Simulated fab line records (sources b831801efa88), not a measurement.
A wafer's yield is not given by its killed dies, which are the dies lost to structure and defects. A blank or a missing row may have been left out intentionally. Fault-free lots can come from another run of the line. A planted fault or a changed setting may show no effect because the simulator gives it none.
Split-lot experiment	flow gf180mcu	5 lots, 27 wafers read, on a route of 602 steps

SPLIT DETAILS
At GF_MIM_SPUTTER_01 (material TiN, target thk 30 nm, time 25 s), the setting timeS was moved away from the recipe's 25 s on 6 of the 27 wafers read, by -59.2% to +19.1%. This setting was run at the recipe's value on the other wafers.

FROM THE SPLIT TO THE READING: what the file shows between them, 5 steps
- GF_MIM_METAL_ETCH_19: etches the open film in Cl2/BCl3, stops on Si3N4, target depth 324.5 nm, time 54.1 s (also split here: timeS)
- GF_MIM_STRIP_20: strips in O2/N2
- GF_MIM_STRIP_21: strips in post etch residue remover, time 1200 s
- GF_MIM_CLEAN_22: cleans in DIW
- GF_M5_ETCH_09: etches Si3N4 in CF4/O2, target depth 52 nm, time 11.6 s

THE READING
M5.featureDepthNm (the simulator's own value, which no gauge read), in nm, at GF_M5_METAL_ETCH_10 (etches the open film in Cl2/BCl3, stops on SiO2, target depth 627.5 nm, time 104.6 s). No usual value for it is given in the file. The 21 wafers here that ran the recipe average 601.2 nm, standard deviation 7.2 nm.

wafer	tool, chamber at the split	timeS as run, s	against the recipe	M5.featureDepthNm, nm	against lot-mates on the recipe
L074.1	pvdSputter-04, -	25	recipe	595.6	-
L074.2	pvdSputter-04, -	25	recipe	595.2	-
L074.3	pvdSputter-04, -	25	recipe	595.8	-
L074.4	pvdSputter-04, -	25	recipe	592.9	-
L074.5	pvdSputter-04, -	25	recipe	595.7	-
L074.6	pvdSputter-04, -	25	recipe	596.5	-
L076.1	pvdSputter-01, -	25	recipe	610	-
L076.2	pvdSputter-01, -	25	recipe	610.1	-
L076.3	pvdSputter-01, -	10.2	-59.2%	589.2	-19.7
L076.4	pvdSputter-01, -	10.2	-59.2%	588.6	-20.3
L076.5	pvdSputter-01, -	25	recipe	606.6	-
L076.6	pvdSputter-01, -	10.2	-59.2%	592.8	-16.1
L078.1	pvdSputter-03, -	25	recipe	603.3	-
L078.2	pvdSputter-03, -	25	recipe	599.6	-
L078.5	pvdSputter-03, -	25	recipe	606.9	-
L081.1	pvdSputter-01, -	29.77	+19.1%	620.7	+7.2
L081.2	pvdSputter-01, -	25	recipe	614	-
L081.3	pvdSputter-01, -	25	recipe	612	-
L081.4	pvdSputter-01, -	29.77	+19.1%	617.5	+4.0
L081.5	pvdSputter-01, -	29.77	+19.1%	617.5	+4.0
L081.6	pvdSputter-01, -	25	recipe	614.6	-
L084.1	pvdSputter-03, -	25	recipe	594.8	-
L084.2	pvdSputter-03, -	25	recipe	595.8	-
L084.3	pvdSputter-03, -	25	recipe	598	-
L084.4	pvdSputter-03, -	25	recipe	599.7	-
L084.5	pvdSputter-03, -	25	recipe	593.5	-
L084.6	pvdSputter-03, -	25	recipe	595.5	-

FIT RESULTS
A straight line over all 27 wafers: M5.featureDepthNm changes by +0.274 nm for each +1% of timeS; r = +0.60; the points scatter about the line by 7.8 nm.
The same after taking each lot's own level away (the mean of its wafers on the recipe; 27 wafers): +0.31 nm for each +1%; r = +0.96; scatter 1.9 nm.
According to that fit, moving timeS by its largest amount changes the reading by 18 nm.
From 595.28 to 613.53 nm: that is the span of the lots' own levels, equal to 2.5 times the standard deviation above.
So the lot-to-lot level blurs the effect unless lot-mates are compared.
Check: with one of the wafers moved furthest among these (-59.2%) left out of the fit, the line predicts -17.9 nm for it against its lot-mates. It came out at -19.7 nm against them.

THESE WAFERS: OTHER SPLITS
Other splits were also applied to these wafers ahead of the reading. Each is held against what the fit with the lots' levels taken away leaves over:
other split on the same wafers	wafers away from the commonest value	r with M5.featureDepthNm (lot level and that fit taken away)
GF_STI_OXIDATION_29 oxTimeS	18	+0.07
GF_POLY_GATE_ETCH_13 timeS	12	-0.15
GF_PSD_DEVELOP_06 developTimeS	9	-0.17
GF_M1_SPUTTER_03 timeS	6	-0.18
GF_V3_SPUTTER_21 timeS	6	+0.07
GF_MIM_METAL_ETCH_19 timeS	6	+0.16

THE WHOLE CHAIN: every reading that the file lists as answering this split, in the file's order
step	what it does	reading	change (the file's fit)	r (the file's)
GF_MIM_SPUTTER_01	material TiN, target thk 30 nm, time 25 s	TiN_of_MIM_SPUTTER_01.thkNm (the simulator's own value, which no gauge read)	+0.306 nm for each +1% of the setting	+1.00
GF_M5_METAL_ETCH_10	etches the open film in Cl2/BCl3, stops on SiO2, target depth 627.5 nm, time 104.6 s	M5.featureDepthNm (the simulator's own value, which no gauge read)	+0.311 nm for each +1% of the setting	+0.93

THE FILE'S OWN FIT
M5.featureDepthNm changes by +0.311 nm for each +1% of timeS, r = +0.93.
